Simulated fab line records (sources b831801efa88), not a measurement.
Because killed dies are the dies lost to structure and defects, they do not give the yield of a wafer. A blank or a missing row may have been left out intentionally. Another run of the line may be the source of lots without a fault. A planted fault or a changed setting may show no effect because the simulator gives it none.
fab line records ; flow sky130
[record] lots = 5; wafers = 14; last-day = 50
route steps=708 shown CONTACT@426 METAL1@434 PAD_OPEN@708
lots that met no fault: taken from a fault-free run of the same line
start-h: hours from the record's first day to the start of the lot's first wafer shown ; wait-h: how many hours have passed since the lot's step before this one ; " the same as in the row above ; L1.1+2: one row covering several wafers at once ; - no value, or no start was given ; * or withheld: withheld ; < > ~ a bound
route shown NAME@n: a module of which the file shows steps, and the number in the route of the first ; usual: mean and standard deviation over wafers with no fault ; same: alike in all rows ; chamber/n: place in a boat ; sites: each site's reading ; _std_site: their standard deviation ; _edge_site: the outer-site mean with the inner-site mean subtracted ; radius-mm: for every site, how far away it sits from the centre of the wafer ; mask NAME#n: copy n ; behind: tool/chamber where the wafer was last shaped ; hold: why the lot went on hold/how many hours it stayed there/how the hold came to an end ; device: names the non-switching transistor (n, p or np) ; end of line: the tests these same wafers got at the end of their route ; where a step has no rows: the recipe by itself ; killed: at the first sort, the dies lost to defects and structure; wafer yield is something else ; map: shows each die of a wafer: x if killed, . if not, _ if none is there
set.NAME: the run value of the setting; set.NAME@STEP: its run value at that earlier step ; model.NAME: the simulator's own value behind a step, which no gauge read
lots at selected steps of the route; one table per step, one row per wafer
services: a tool's chamber out of use, with start hour (start-h, from the record's first day; less than 0 if before it), hours out, and reason
[[steps]]
[step SKY_CONTACT_STRIP_20]
[recipe] chemistry = post-etch-residue-remover; time-s = 1200; temp-c = 72.5
[step SKY_CONTACT_CLEAN_21]
[recipe] chemistry = IPA; time-s = 180; temp-c = 25
[step SKY_CONTACT_CLEAN_22]
[recipe] chemistry = O3/DIW; dry = n2-spin
[step SKY_CONTACT_SPUTTER_23]
[recipe] material = TiN; target-thk-nm = 20; chamber-pressure-pa = 5; power-w = 4000; time-s = 80
[step SKY_CONTACT_CVD_24]
[recipe] material = W; target-thk-nm = 340; time-s = 102.12; temp-c = 400; pressure-torr = 40
[step SKY_CONTACT_RS_MEAS_25]
[recipe] thk-meas-gauge = four-point-probe; reads = W_of_CONTACT_CVD_24+TiN_of_CONTACT_SPUTTER_23
[usual] CONTACT_W_RS = 0.337/0.0032
lot.wafer;tool;chamber;start-h;wait-h;CONTACT_W_RS[ohm/sq]
L269.4;film-metro-02;-;734.34;0.1;0.333
L269.5;film-metro-02;-;734.34;0.1;0.334
L269.6;film-metro-02;-;734.34;0.1;0.336
L272.1;film-metro-01;-;768.19;0.1;0.333
L272.4;film-metro-01;-;768.19;0.1;0.332
L272.6;film-metro-01;-;768.19;0.1;0.337
L279.2;film-metro-04;-;815.35;0.1;0.337
L279.3;film-metro-04;-;815.35;0.1;0.340
L279.6;film-metro-04;-;815.35;0.1;0.338
L282.1;film-metro-01;-;843.07;0.1;0.338
L282.2;film-metro-01;-;843.07;0.1;0.344
L282.3;film-metro-01;-;843.07;0.1;0.334
L290.1;film-metro-01;-;905.91;0.1;0.330
L290.6;film-metro-01;-;905.91;0.1;0.335
[step SKY_CONTACT_THK_MEAS_26]
[recipe] thk-meas-gauge = xrf; reads = W_of_CONTACT_CVD_24
[usual] CONTACT_W_THK = 343/6.6
lot.wafer;tool;chamber;start-h;wait-h;CONTACT_W_THK[nm]
L269.4;film-metro-02;-;734.43;0.1;348
L269.5;film-metro-02;-;734.43;0.1;349
L269.6;film-metro-02;-;734.43;0.1;341
L272.1;film-metro-01;-;768.31;0.1;353
L272.4;film-metro-01;-;768.31;0.1;356
L272.6;film-metro-01;-;768.31;0.1;348
L279.2;film-metro-04;-;815.46;0.1;339
L279.3;film-metro-04;-;815.46;0.1;337
L279.6;film-metro-04;-;815.46;0.1;336
L282.1;film-metro-01;-;843.19;0.1;344
L282.2;film-metro-01;-;843.19;0.1;341
L282.3;film-metro-01;-;843.19;0.1;350
L290.1;film-metro-01;-;906.03;0.1;356
L290.6;film-metro-01;-;906.03;0.1;354
[step SKY_CONTACT_CMP_27]
[recipe] stop-on = SiO2; t-overpolish-s = 15; down-force-psi = 3.5; platen-rpm = 60; target-thk-nm = 0; pad-velocity-m-s = 0.94248
[usual] motor-current-A = 10.4/1.1; overpolish-run-s = 15.000/0.0093; platen-rpm = 60.00/0.035; retaining-ring-pressure-frac = 1.001/0.0043; time-to-endpoint-s = 81/3.5
lot.wafer;tool;chamber;start-h;wait-h;motor-current-A;overpolish-run-s;platen-rpm;retaining-ring-pressure-frac;time-to-endpoint-s
L269.4;cmp-01;3;734.46;0.0;10.1;15.004;60.00;1.001;82
L269.5;cmp-01;3;734.46;0.0;10.6;14.997;59.97;0.996;80
L269.6;cmp-01;0;734.46;0.0;12.4;15.012;59.99;1.005;85
L272.4;cmp-02;3;768.47;0.1;9.5;15.022;59.99;0.996;87
L272.1;cmp-02;0;768.47;0.1;11.3;14.994;59.97;0.996;87
L272.6;cmp-02;1;768.47;0.1;11.4;14.989;59.97;1.003;83
L279.2;cmp-01;1;815.56;0.1;10.4;15.000;60.02;1.005;79
L279.3;cmp-01;2;815.56;0.1;8.8;15.006;60.05;1.003;82
L279.6;cmp-01;1;815.56;0.1;11.0;14.992;60.03;1.003;80
L282.1;cmp-02;0;843.25;0.1;11.3;14.984;59.98;1.000;82
L282.3;cmp-02;1;843.25;0.1;11.2;14.988;60.03;1.003;81
L282.2;cmp-02;2;843.25;0.1;9.0;15.007;60.04;1.002;78
L290.1;cmp-02;1;906.14;0.1;11.2;14.991;60.02;0.998;81
L290.6;cmp-02;0;906.14;0.1;11.7;14.998;60.01;1.000;87
[step SKY_METAL1_SPUTTER_00]
[recipe] material = Ti; target-thk-nm = 15; power-w = 3000; time-s = 10; chamber-pressure-pa = 0.4
[step SKY_METAL1_SPUTTER_01]
[recipe] material = TiN; target-thk-nm = 20; power-w = 6500; time-s = 16.7; chamber-pressure-pa = 0.4
[step SKY_METAL1_SPUTTER_02]
[recipe] material = AlCu; target-thk-nm = 250; power-w = 10600; time-s = 13.3; chamber-pressure-pa = 0.4
[usual] throttle-valve-pct = 29.8/1.1
lot.wafer;tool;chamber;start-h;wait-h;throttle-valve-pct
L269.4;pvd-sputter-04;-;734.81;0.0;31.1
L269.5;pvd-sputter-04;-;734.81;0.0;28.3
L269.6;pvd-sputter-04;-;734.81;0.0;31.0
L272.1;pvd-sputter-03;-;768.72;0.0;29.0
L272.4;pvd-sputter-03;-;768.72;0.0;30.1
L272.6;pvd-sputter-03;-;768.72;0.0;29.4
L279.2;pvd-sputter-01;-;815.86;0.0;31.0
L279.3;pvd-sputter-01;-;815.86;0.0;29.7
L279.6;pvd-sputter-01;-;815.86;0.0;31.7
L282.1;pvd-sputter-03;-;843.60;0.0;29.1
L282.2;pvd-sputter-03;-;843.60;0.0;29.3
L282.3;pvd-sputter-03;-;843.60;0.0;29.3
L290.1;pvd-sputter-03;-;906.44;0.0;29.4
L290.6;pvd-sputter-03;-;906.44;0.0;29.3
[step SKY_METAL1_SPUTTER_03]
[recipe] material = Ti; target-thk-nm = 5; power-w = 3000; time-s = 3.3; chamber-pressure-pa = 0.4
[usual] throttle-valve-pct = 29.8/1.1
lot.wafer;tool;chamber;start-h;wait-h;throttle-valve-pct
L269.4;pvd-sputter-04;-;734.83;0.0;31.1
L269.5;pvd-sputter-04;-;734.83;0.0;28.3
L269.6;pvd-sputter-04;-;734.83;0.0;31.3
L272.1;pvd-sputter-03;-;768.74;0.0;29.0
L272.4;pvd-sputter-03;-;768.74;0.0;29.7
L272.6;pvd-sputter-03;-;768.74;0.0;29.3
L279.2;pvd-sputter-01;-;815.88;0.0;30.9
L279.3;pvd-sputter-01;-;815.88;0.0;29.8
L279.6;pvd-sputter-01;-;815.88;0.0;31.6
L282.1;pvd-sputter-03;-;843.62;0.0;29.2
L282.2;pvd-sputter-03;-;843.62;0.0;29.6
L282.3;pvd-sputter-03;-;843.62;0.0;29.2
L290.1;pvd-sputter-03;-;906.47;0.0;29.4
L290.6;pvd-sputter-03;-;906.47;0.0;29.4
[step SKY_METAL1_SPUTTER_04]
[recipe] material = TiN; target-thk-nm = 70; power-w = 6500; time-s = 58.3; chamber-pressure-pa = 0.4
[usual] throttle-valve-pct = 29.8/1.1
lot.wafer;tool;chamber;start-h;wait-h;throttle-valve-pct;model.TiN_of_METAL1_SPUTTER_04.thk-nm
L269.4;pvd-sputter-04;-;734.85;0.0;30.8;69.81
L269.5;pvd-sputter-04;-;734.85;0.0;28.6;70.61
L269.6;pvd-sputter-04;-;734.85;0.0;31.1;69.45
L272.1;pvd-sputter-03;-;768.76;0.0;29.0;69.87
L272.4;pvd-sputter-03;-;768.76;0.0;29.7;70.14
L272.6;pvd-sputter-03;-;768.76;0.0;29.3;70.1
L279.2;pvd-sputter-01;-;815.90;0.0;30.8;69.43
L279.3;pvd-sputter-01;-;815.90;0.0;29.5;69.83
L279.6;pvd-sputter-01;-;815.90;0.0;31.4;69.85
L282.1;pvd-sputter-03;-;843.64;0.0;29.1;69.23
L282.2;pvd-sputter-03;-;843.64;0.0;29.4;69.53
L282.3;pvd-sputter-03;-;843.64;0.0;29.3;69.81
L290.1;pvd-sputter-03;-;906.49;0.0;29.3;96.45
L290.6;pvd-sputter-03;-;906.49;0.0;29.2;95.77
[step SKY_METAL1_RS_MEAS_05]
[recipe] thk-meas-gauge = four-point-probe; reads = TiN_of_METAL1_SPUTTER_04+Ti_of_METAL1_SPUTTER_03+AlCu_of_METAL1_SPUTTER_02+TiN_of_METAL1_SPUTTER_01+Ti_of_METAL1_SPUTTER_00
[usual] METAL1_ALCU_RS = 0.1272/0.0016
lot.wafer;tool;chamber;start-h;wait-h;METAL1_ALCU_RS[ohm/sq]
L269.4;film-metro-03;-;734.96;0.1;0.1278
L269.5;film-metro-03;-;734.96;0.1;0.1266
L269.6;film-metro-03;-;734.96;0.1;0.1280
L272.1;film-metro-01;-;768.81;0.0;0.1283
L272.4;film-metro-01;-;768.81;0.0;0.1259
L272.6;film-metro-01;-;768.81;0.0;0.1272
L279.2;film-metro-01;-;815.97;0.0;0.1273
L279.3;film-metro-01;-;815.97;0.0;0.1269
L279.6;film-metro-01;-;815.97;0.0;0.1272
L282.1;film-metro-03;-;843.69;0.0;0.1284
L282.2;film-metro-03;-;843.69;0.0;0.1313
L282.3;film-metro-03;-;843.69;0.0;0.1296
L290.1;film-metro-04;-;906.53;0.0;0.1286
L290.6;film-metro-04;-;906.53;0.0;0.1265
[step SKY_METAL1_THK_MEAS_06]
[recipe] thk-meas-gauge = xrf; reads = AlCu_of_METAL1_SPUTTER_02
[usual] METAL1_ALCU_THK = 251/3.3
lot.wafer;tool;chamber;start-h;wait-h;METAL1_ALCU_THK[nm]
L269.4;film-metro-03;-;735.05;0.1;248
L269.5;film-metro-03;-;735.05;0.1;250
L269.6;film-metro-03;-;735.05;0.1;248
L272.1;film-metro-01;-;768.93;0.1;251
L272.4;film-metro-01;-;768.93;0.1;254
L272.6;film-metro-01;-;768.93;0.1;253
L279.2;film-metro-01;-;816.08;0.1;251
L279.3;film-metro-01;-;816.08;0.1;252
L279.6;film-metro-01;-;816.08;0.1;253
L282.1;film-metro-03;-;843.81;0.1;248
L282.2;film-metro-03;-;843.81;0.1;243
L282.3;film-metro-03;-;843.81;0.1;244
L290.1;film-metro-04;-;906.65;0.1;236
L290.6;film-metro-04;-;906.65;0.1;240
[step SKY_METAL1_DEHYDRATE_07]
[recipe] temp-c = 200; time-s = 60
[step SKY_METAL1_HMDS_08]
[recipe] prime-time-s = 60; prime-temp-c = 120
[step SKY_METAL1_COAT_09]
[recipe] resist = BARC; temp-c = withheld; time-s = withheld; spin-rpm = 3000; resist-thk-nm = 60
[step SKY_METAL1_COAT_10]
[recipe] resist = KrF-thick; spin-rpm = 3000; resist-thk-nm = 450
[step SKY_METAL1_SOFTBAKE_11]
[recipe] temp-c = 100; time-s = 90; resist = KrF-thick
[step SKY_METAL1_EXPOSE_12]
[recipe] mask-id = MM1; na = 0.8; source-shape = annular; sigma-inner = 0.55; sigma-outer = 0.85; target-cd-nm = 140; dose-mj = 28
[step SKY_METAL1_PEB_13]
[recipe] peb-temp-c = withheld; peb-time-s = withheld; resist = KrF-thick
[step SKY_METAL1_DEVELOP_14]
[recipe] develop-time-s = 60; resist = KrF-thick; dev-temp-c = 21
[step SKY_METAL1_CD_MEAS_15]
[recipe] target-cd-nm = 140
[usual] cd-nm = 140.1/1.5
lot.wafer;tool;chamber;start-h;wait-h;cd-nm
L269.4;cd-sem-01;-;762.98;-;142.6
L269.5;cd-sem-01;-;762.98;-;141.5
L269.6;cd-sem-01;-;762.98;-;141.4
L272.1;cd-sem-01;-;795.75;-;139.7
L272.4;cd-sem-01;-;795.75;-;141.0
L272.6;cd-sem-01;-;795.75;-;139.7
L279.2;cd-sem-02;-;842.94;-;141.4
L279.3;cd-sem-02;-;842.94;-;141.9
L279.6;cd-sem-02;-;842.94;-;142.0
L282.1;cd-sem-02;-;870.27;-;136.4
L282.2;cd-sem-02;-;870.27;-;136.9
L282.3;cd-sem-02;-;870.27;-;137.8
L290.1;cd-sem-01;-;931.31;-;137.3
L290.6;cd-sem-01;-;931.31;-;137.8
[step SKY_METAL1_OVL_MEAS_16]
[usual] METAL1_OVL = 1/6.8
lot.wafer;tool;chamber;start-h;wait-h;METAL1_OVL[nm]
L269.4;overlay-01;-;763.06;0.1;-2
L269.5;overlay-01;-;763.06;0.1;5
L269.6;overlay-01;-;763.06;0.1;4
L272.1;overlay-02;-;795.87;0.1;-8
L272.4;overlay-02;-;795.87;0.1;-6
L272.6;overlay-02;-;795.87;0.1;-5
L279.2;overlay-02;-;843.05;0.1;-8
L279.3;overlay-02;-;843.05;0.1;-2
L279.6;overlay-02;-;843.05;0.1;2
L282.1;overlay-01;-;870.39;0.1;-5
L282.2;overlay-01;-;870.39;0.1;-2
L282.3;overlay-01;-;870.39;0.1;-9
L290.1;overlay-02;-;931.43;0.1;7
L290.6;overlay-02;-;931.43;0.1;11
[step SKY_METAL1_DESCUM_17]
[recipe] chemistry = O2; source-power-w = 150; bias-power-w = 0; pressure-mtorr = 10; temp-c = 40; time-s = 8
[usual] drypump-motor-current-A = 5.3/0.46; oes-product-au = 0.997/0.009
lot.wafer;tool;chamber;start-h;wait-h;drypump-motor-current-A;oes-product-au;rf-hours-counter-h
L269.4;rie-metal-04;1;763.09;0.0;5.1;0.999;-
L269.5;rie-metal-04;1;763.09;0.0;5.1;0.998;-
L269.6;rie-metal-04;0;763.09;0.0;6.3;1.008;-
L272.1;rie-metal-01;1;795.90;0.0;5.3;0.982;1
L272.4;rie-metal-01;0;795.90;0.0;5.2;0.990;-
L272.6;rie-metal-01;0;795.90;0.0;5.2;0.992;-
L279.2;rie-metal-03;1;843.08;0.0;4.7;0.986;4
L279.3;rie-metal-03;1;843.08;0.0;4.6;0.986;-
L279.6;rie-metal-03;0;843.08;0.0;5.2;0.997;-
L282.1;rie-metal-03;0;870.43;0.0;5.3;0.999;16
L282.2;rie-metal-03;1;870.43;0.0;4.7;0.989;5
L282.3;rie-metal-03;1;870.43;0.0;4.6;0.988;-
L290.1;rie-metal-03;1;931.47;0.0;4.6;1.003;8
L290.6;rie-metal-03;0;931.47;0.0;5.2;1.000;-
[step SKY_METAL1_ETCH_18]
[recipe] chemistry = N2/H2; target = BARC; ion-energy-ev = 200; bias-w = 100; pressure-mtorr = 30; n2-flow-sccm = 100; h2-flow-sccm = 200; icp-w = 500; stop-on = SiO2; time-s = 45.9; target-depth-a = 600
[step SKY_METAL1_METAL_ETCH_19]
[recipe] target-depth-a = 3600; stop-on = SiO2; over-etch-frac = 0.3; time-s = 78; chemistry = Cl2/BCl3; resist-sidewall-deg = 88; pressure-mtorr = 10; icp-w = 900; bias-w = 48.5; Cl2_flow_sccm = 60; bcl3-flow-sccm = 30
[usual] drypump-motor-current-A = 5.3/0.46; oes-product-au = 0.854/0.006; throttle-valve-pct = 22.264/0.0096
lot.wafer;tool;chamber;start-h;wait-h;drypump-motor-current-A;oes-product-au;rf-hours-counter-h;throttle-valve-pct
L269.4;rie-metal-04;1;763.20;0.1;5.1;0.865;-;22.269
L269.5;rie-metal-04;1;763.20;0.1;5.1;0.857;-;22.259
L269.6;rie-metal-04;0;763.20;0.1;6.3;0.854;-;22.252
L272.1;rie-metal-01;1;796.00;0.0;5.4;0.848;1;22.259
L272.4;rie-metal-01;0;796.00;0.0;5.2;0.864;-;22.261
L272.6;rie-metal-01;0;796.00;0.0;5.2;0.852;-;22.256
L279.2;rie-metal-03;1;843.17;0.0;4.7;0.855;4;22.269
L279.3;rie-metal-03;1;843.17;0.0;4.6;0.856;-;22.274
L279.6;rie-metal-03;0;843.17;0.0;5.2;0.854;-;22.274
L282.1;rie-metal-03;0;870.52;0.0;5.2;0.852;16;22.276
L282.2;rie-metal-03;1;870.52;0.0;4.7;0.838;5;22.273
L282.3;rie-metal-03;1;870.52;0.0;4.7;0.854;-;22.259
L290.1;rie-metal-03;1;931.56;0.0;4.7;0.863;8;22.271
L290.6;rie-metal-03;0;931.56;0.0;5.2;0.868;-;22.257
[step SKY_METAL1_STRIP_20]
[recipe] chemistry = O2/N2; power-w = 1400; pressure-mtorr = 1500; platen-temp-c = withheld; o2-flow-sccm = 3000; n2-flow-sccm = 300; overash-fraction = 0.5
[step SKY_METAL1_STRIP_21]
[recipe] chemistry = post-etch-residue-remover; time-s = 1200; temp-c = 72.5
lot.wafer;tool;chamber;start-h;wait-h;model.TiN_of_METAL1_SPUTTER_04.thk-nm
L269.4;wet-bench-01;2;763.36;0.0;69.39
L269.5;wet-bench-01;2;763.36;0.0;70.19
L269.6;wet-bench-01;2;763.36;0.0;69.03
L272.1;wet-bench-04;2;796.19;0.1;69.44
L272.4;wet-bench-04;2;796.19;0.1;69.72
L272.6;wet-bench-04;2;796.19;0.1;69.68
L279.2;wet-bench-04;2;843.36;0.1;69.01
L279.3;wet-bench-04;2;843.36;0.1;69.41
L279.6;wet-bench-04;2;843.36;0.1;69.43
L282.1;wet-bench-02;0;870.71;0.1;68.81
L282.2;wet-bench-02;0;870.71;0.1;69.11
L282.3;wet-bench-02;0;870.71;0.1;69.39
L290.1;wet-bench-04;2;931.75;0.1;96.03
L290.6;wet-bench-04;2;931.75;0.1;95.36
[step SKY_METAL1_CLEAN_22]
[recipe] chemistry = IPA; time-s = 180; temp-c = 25
[step SKY_PAD_OPEN_PROBE_99]
[usual] defect-limited-yield = 82.6/1.8; killed_at_M0_to_M3 = 43/6.6; killed_at_M4_up = 2.9/1.6; killed-at-contacts = 24/4.9; killed-at-front-end = 15/4.5; killed-at-other = 0.2/0.45; killed-dies = 86/8.8; killed-open = 48/6.4; killed-short = 38/5.6; sort_bin_3_pad_short = 0.8/0.38; sort_bin_5_function = 10.2/1.4; sort_bin_6_memory = 6.4/1.1; sort-n-pass = 406/8.8; sort-yield-pct = 82.6/1.8
[same] gross-dies = 492; killed-at-back-side = 0; sort_bin_4_leakage[%] = 0; sort_bin_8_speed[%] = 0
lot.wafer;tool;chamber;start-h;wait-h;defect-limited-yield[%];killed_at_M0_to_M3;killed_at_M4_up;killed-at-contacts;killed-at-front-end;killed-at-other;killed-dies;killed-open;killed-short;sort_bin_3_pad_short[%];sort_bin_5_function[%];sort_bin_6_memory[%];sort-n-pass;sort-yield-pct[%];model.etest.via1-chain.rc-ohm
L269.4;prober-01;-;1075.81;0.2;82.7;41;4;24;16;0;85;55;30;0.6;9.6;7.1;407;82.7;16.83
L269.5;prober-01;-;1075.86;0.2;83.7;47;2;20;11;0;80;44;36;1.0;7.9;7.3;412;83.7;16.63
L269.6;prober-01;-;1075.91;0.2;81.5;48;2;26;15;0;91;51;40;0.4;11.4;6.7;401;81.5;17.75
L272.1;prober-02;-;1102.94;0.1;86.0;38;4;12;15;0;69;36;33;0.8;6.3;6.9;423;86.0;16.57
L272.4;prober-02;-;1103.09;0.2;83.9;39;4;18;17;1;79;41;38;0.4;9.6;6.1;413;83.9;17.16
L272.6;prober-02;-;1103.19;0.2;86.2;26;4;26;12;0;68;43;25;0.8;8.5;4.5;424;86.2;16.08
L279.2;prober-02;-;1140.08;0.1;83.1;45;6;15;17;0;83;45;38;0.8;9.3;6.7;409;83.1;16.22
L279.3;prober-02;-;1140.13;0.2;82.1;51;6;23;7;1;88;45;43;0.8;9.6;7.5;404;82.1;17.73
L279.6;prober-02;-;1140.28;0.2;83.3;38;2;29;13;0;82;46;36;1.0;10.2;5.5;410;83.3;16.45
L282.1;prober-01;-;1157.48;0.1;86.0;32;4;22;10;1;69;44;25;0.2;8.5;5.3;423;86.0;14.71
L282.2;prober-01;-;1157.53;0.1;80.9;52;4;25;12;1;94;56;38;0.4;10.8;7.9;398;80.9;15.43
L282.3;prober-01;-;1157.58;0.2;81.9;49;2;28;10;0;89;57;32;0.6;11.4;6.1;403;81.9;15.69
L290.1;prober-01;-;1202.84;0.1;83.7;39;1;27;13;0;80;45;35;1.2;8.1;6.9;412;83.7;18.27
L290.6;prober-01;-;1203.09;0.2;80.5;55;0;30;11;0;96;55;41;0.8;13.0;5.7;396;80.5;17.79
// killed by level:class
L269.4 LI_CONTACT:geometric-particle:open=10 VIA1:geometric-particle:open=10 METAL2:geometric-particle:short=8 VIA3:geometric-particle:open=8 CONTACT:geometric-particle:open=7 POLY_GATE:geometric-particle:open=6 VIA2:geometric-particle:open=5 FIELD_ISO:geometric-particle:short=4
L269.5 VIA2:geometric-particle:open=8 VIA1:geometric-particle:open=7 LI_CONTACT:geometric-particle:open=7 CONTACT:geometric-particle:open=6 METAL2:geometric-particle:short=6 VIA2:geometric-particle:short=5 METAL1:geometric-particle:short=4 VIA1:geometric-particle:short=4
L269.6 VIA1:geometric-particle:open=13 LI_CONTACT:geometric-particle:open=12 VIA3:geometric-particle:open=8 VIA1:geometric-particle:short=7 POLY_GATE:geometric-particle:short=6 METAL2:geometric-particle:short=6 CONTACT:geometric-particle:open=5 FIELD_ISO:geometric-particle:short=3
L272.1 VIA1:geometric-particle:open=8 FIELD_ISO:geometric-particle:open=5 CONTACT:geometric-particle:open=5 CONTACT:geometric-particle:short=4 METAL1:geometric-particle:short=4 METAL2:geometric-particle:short=4 VIA2:geometric-particle:short=4 METAL3:geometric-particle:short=4
L272.4 VIA2:geometric-particle:open=11 VIA1:geometric-particle:open=9 POLY_GATE:geometric-particle:short=6 CONTACT:geometric-particle:open=6 LOCAL_INTERCONNECT:geometric-particle:short=4 VIA3:geometric-particle:open=4 FIELD_ISO:geometric-particle:short=3 SPACER:geometric-particle:short=3
L272.6 LI_CONTACT:geometric-particle:open=10 CONTACT:geometric-particle:open=10 VIA3:geometric-particle:open=7 POLY_GATE:geometric-particle:open=5 VIA1:geometric-particle:open=5 VIA3:geometric-particle:short=3 LOCAL_INTERCONNECT:geometric-particle:short=3 CONTACT:geometric-particle:short=3
L279.2 VIA1:geometric-particle:open=11 VIA2:geometric-particle:open=8 FIELD_ISO:geometric-particle:short=6 LI_CONTACT:geometric-particle:open=6 VIA3:geometric-particle:open=6 METAL2:geometric-particle:short=5 VIA3:geometric-particle:short=5 FIELD_ISO:geometric-particle:open=4
L279.3 VIA1:geometric-particle:open=13 VIA3:geometric-particle:open=9 CONTACT:geometric-particle:open=8 LI_CONTACT:geometric-particle:open=6 CONTACT:geometric-particle:short=6 METAL1:geometric-particle:short=5 METAL2:geometric-particle:short=5 VIA1:geometric-particle:short=4
L279.6 LI_CONTACT:geometric-particle:open=10 CONTACT:geometric-particle:open=10 VIA1:geometric-particle:open=8 FIELD_ISO:geometric-particle:short=7 VIA3:geometric-particle:open=6 METAL1:geometric-particle:short=5 VIA1:geometric-particle:short=5 LI_CONTACT:geometric-particle:short=4
L282.1 CONTACT:geometric-particle:open=11 VIA1:geometric-particle:open=9 VIA3:geometric-particle:open=7 LI_CONTACT:geometric-particle:open=6 VIA1:geometric-particle:short=5 FIELD_ISO:geometric-particle:short=4 CONTACT:geometric-particle:short=3 FIELD_ISO:geometric-particle:open=2
L282.2 VIA1:geometric-particle:open=12 VIA3:geometric-particle:open=12 VIA1:geometric-particle:short=9 LI_CONTACT:geometric-particle:open=8 CONTACT:geometric-particle:open=7 CONTACT:geometric-particle:short=5 POLY_GATE:geometric-particle:short=4 LOCAL_INTERCONNECT:geometric-particle:short=4
L282.3 CONTACT:geometric-particle:open=15 VIA1:geometric-particle:open=11 VIA3:geometric-particle:open=10 LI_CONTACT:geometric-particle:open=5 METAL2:geometric-particle:short=5 FIELD_ISO:geometric-particle:open=4 VIA3:geometric-particle:short=4 METAL1:geometric-particle:open=4
L290.1 VIA1:geometric-particle:open=14 CONTACT:geometric-particle:open=8 LI_CONTACT:geometric-particle:open=7 FIELD_ISO:geometric-particle:short=6 METAL1:geometric-particle:short=6 CONTACT:geometric-particle:short=5 VIA1:geometric-particle:short=4 FIELD_ISO:geometric-particle:open=3
L290.6 CONTACT:geometric-particle:open=11 VIA1:geometric-particle:open=11 VIA2:geometric-particle:open=10 METAL2:geometric-particle:short=8 VIA3:geometric-particle:open=8 LI_CONTACT:geometric-particle:open=6 METAL1:geometric-particle:short=6 LOCAL_INTERCONNECT:geometric-particle:short=5
[[services]]
tool;chamber;start-h;hours;kind
pvd-sputter-01;-;721.31;8.6;repair
cmp-02;-;731.66;4.1;pm
cmp-01;-;744.00;4.0;pm
rie-metal-03;1;745.79;21.2;repair
pvd-sputter-01;-;746.08;0.6;repair
pvd-sputter-04;-;749.74;23.4;repair
rie-metal-01;0;751.15;3.6;repair
cmp-01;-;766.01;3.7;pm
rie-metal-03;-;773.86;1.3;repair
pvd-sputter-04;-;780.60;9.8;repair
pvd-sputter-03;-;783.06;4.4;repair
cmp-02;-;805.09;4.1;repair
cmp-02;-;811.65;0.3;repair
cmp-02;-;820.57;6.8;repair
pvd-sputter-01;-;832.34;1.9;repair
cmp-02;-;834.81;2.2;repair
wet-bench-04;-;846.34;1.0;repair
cmp-02;-;912.13;4.0;pm
pvd-sputter-04;-;914.20;7.8;repair
pvd-sputter-03;-;914.28;8.7;repair
cmp-02;-;916.07;0.6;repair
pvd-sputter-01;-;916.24;2.6;repair
rie-metal-03;0;921.73;4.9;repair
rie-metal-03;0;927.25;2.4;repair
[[key]]
[first-sign] step = SKY_METAL1_THK_MEAS_06; reading = METAL1_ALCU_THK; direction = down; sigmas = 4.1; usual = 251; struck = 238
effect none on later readings
[model-effect] step = SKY_METAL1_SPUTTER_04; value = TiN_of_METAL1_SPUTTER_04.thk-nm; without = 70.6; struck = 96.11
[model-effect] step = SKY_METAL1_STRIP_21; value = TiN_of_METAL1_SPUTTER_04.thk-nm; without = 70.18; struck = 95.7
[model-effect] step = SKY_PAD_OPEN_PROBE_99; value = etest.via1-chain.rc-ohm; without = 16.73; struck = 18.03
met-at SKY_METAL1_SPUTTER_04
struck-wafers L290.1,L290.6
onset-between 843.64 906.49
also-fits time
[fault] kind = process-parameter-drift; tool = pvd-sputter-03; chamber = -; onset-h = 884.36; steps = SKY_METAL1_SPUTTER_04; channel = time-s; offset = *; shape = step; end-h = 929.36; scope = struck-wafers-only; acts-in = *; stated = *
